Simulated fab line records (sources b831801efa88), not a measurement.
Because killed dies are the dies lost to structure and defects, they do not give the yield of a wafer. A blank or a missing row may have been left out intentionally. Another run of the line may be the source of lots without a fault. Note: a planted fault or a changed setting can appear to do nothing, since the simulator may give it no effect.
Split-lot trial | flow sky130 | 23 wafers read across 5 lots, on a route 708 steps long

## THE SPLIT ITSELF
At SKY_LDD_P_COAT_02 (resist thk 1140 nm), the setting resist thk nm was moved away from the recipe's 1140 nm on 8 of the 23 wafers read, by -6.0% to +5.4%. All remaining wafers had this setting at the recipe value.

The reading comes from the split's own step.

## THE READING
NOVOLAK_of_LDD_P_COAT_02.thk nm (the simulator's own value, which no gauge read), in nm, at SKY_LDD_P_COAT_02 (resist thk 1140 nm). There is no usual value for it anywhere in the file. Across the 15 wafers here that went through the recipe, the average is 1141 nm and the standard deviation 2.4 nm.

wafer  | tool, chamber at the split | resist thk nm as run, nm | against the recipe | NOVOLAK_of_LDD_P_COAT_02.thk nm, nm | against lot-mates on the recipe
L077.1 | litho track-04, 0          | 1140                     | recipe             | 1142                                | -
L077.2 | litho track-04, 0          | 1072                     | -6.0%              | 1068                                | -73
L077.3 | litho track-04, 0          | 1072                     | -6.0%              | 1074                                | -67
L077.4 | litho track-04, 0          | 1140                     | recipe             | 1140                                | -
L077.6 | litho track-04, 0          | 1072                     | -6.0%              | 1070                                | -71
L074.1 | litho track-01, 0          | 1140                     | recipe             | 1144                                | -
L074.4 | litho track-01, 0          | 1140                     | recipe             | 1142                                | -
L074.5 | litho track-01, 0          | 1140                     | recipe             | 1142                                | -
L078.1 | litho track-01, 0          | 1140                     | recipe             | 1145                                | -
L078.2 | litho track-01, 0          | 1140                     | recipe             | 1143                                | -
L078.5 | litho track-01, 0          | 1140                     | recipe             | 1143                                | -
L078.3 | litho track-01, 0          | 1140                     | recipe             | 1140                                | -
L078.4 | litho track-01, 0          | 1140                     | recipe             | 1140                                | -
L082.1 | litho track-01, 0          | 1202                     | +5.4%              | 1200                                | +62
L082.4 | litho track-01, 0          | 1202                     | +5.4%              | 1200                                | +62
L082.2 | litho track-01, 0          | 1140                     | recipe             | 1138                                | -
L082.3 | litho track-01, 0          | 1202                     | +5.4%              | 1199                                | +62
L082.5 | litho track-01, 0          | 1140                     | recipe             | 1137                                | -
L083.1 | litho track-04, 0          | 1140                     | recipe             | 1138                                | -
L083.2 | litho track-04, 0          | 1140                     | recipe             | 1138                                | -
L083.4 | litho track-04, 0          | 1090                     | -4.4%              | 1088                                | -51
L083.5 | litho track-04, 0          | 1090                     | -4.4%              | 1086                                | -53
L083.6 | litho track-04, 0          | 1140                     | recipe             | 1142                                | -

FIT RESULTS
A straight line over all 23 wafers: NOVOLAK_of_LDD_P_COAT_02.thk nm changes by +11.4 nm for each +1% of resist thk nm; r = +1.00; the points scatter about the line by 2.7 nm.
The same after taking each lot's own level away (the mean of its wafers on the recipe; 23 wafers): +11.7 nm for each +1%; r = +1.00; scatter 1.7 nm.
Per that fit: largest resist thk nm move, reading shift of 70 nm.
The span of the lots' own levels, 1137.5 to 1142.7 nm, comes to 2.2 times the standard deviation stated above.
The two slopes are in agreement: the lot-to-lot level therefore moves the slope only a little.
Check: for one of the wafers moved furthest among these (-6.0%), held out of the fit, the line's prediction against its lot-mates is -69.3 nm. It came out at -73 nm against them.

## OTHER SPLITS APPLIED TO THESE WAFERS
These wafers also went through other splits before the reading. Each is held against what the fit with the lots' levels taken away leaves over:
other split on the same wafers | wafers away from the commonest value | r with NOVOLAK_of_LDD_P_COAT_02.thk nm (lot level and that fit taken away)
SKY_LDD_N_COAT_02 spin rpm     | 6                                    | +0.00
SKY_LDD_N_IMPLANT_10 dose cm2  | 7                                    | +0.15

## THE WHOLE CHAIN: every reading that the file lists as answering this split, in the file's order
step               | what it does       | reading                                                                          | change (the file's fit)              | r (the file's)
SKY_LDD_P_COAT_02  | resist thk 1140 nm | NOVOLAK_of_LDD_P_COAT_02.thk nm (the simulator's own value, which no gauge read) | +11.7 nm for each +1% of the setting | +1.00
SKY_LDD_P_STRIP_10 | strips in O2/N2    | strip time to endpoint s                                                         | withheld for each +1% of the setting | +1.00

## THE FILE'S OWN FIT
NOVOLAK_of_LDD_P_COAT_02.thk nm changes by +11.7 nm for each +1% of resist thk nm, r = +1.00.
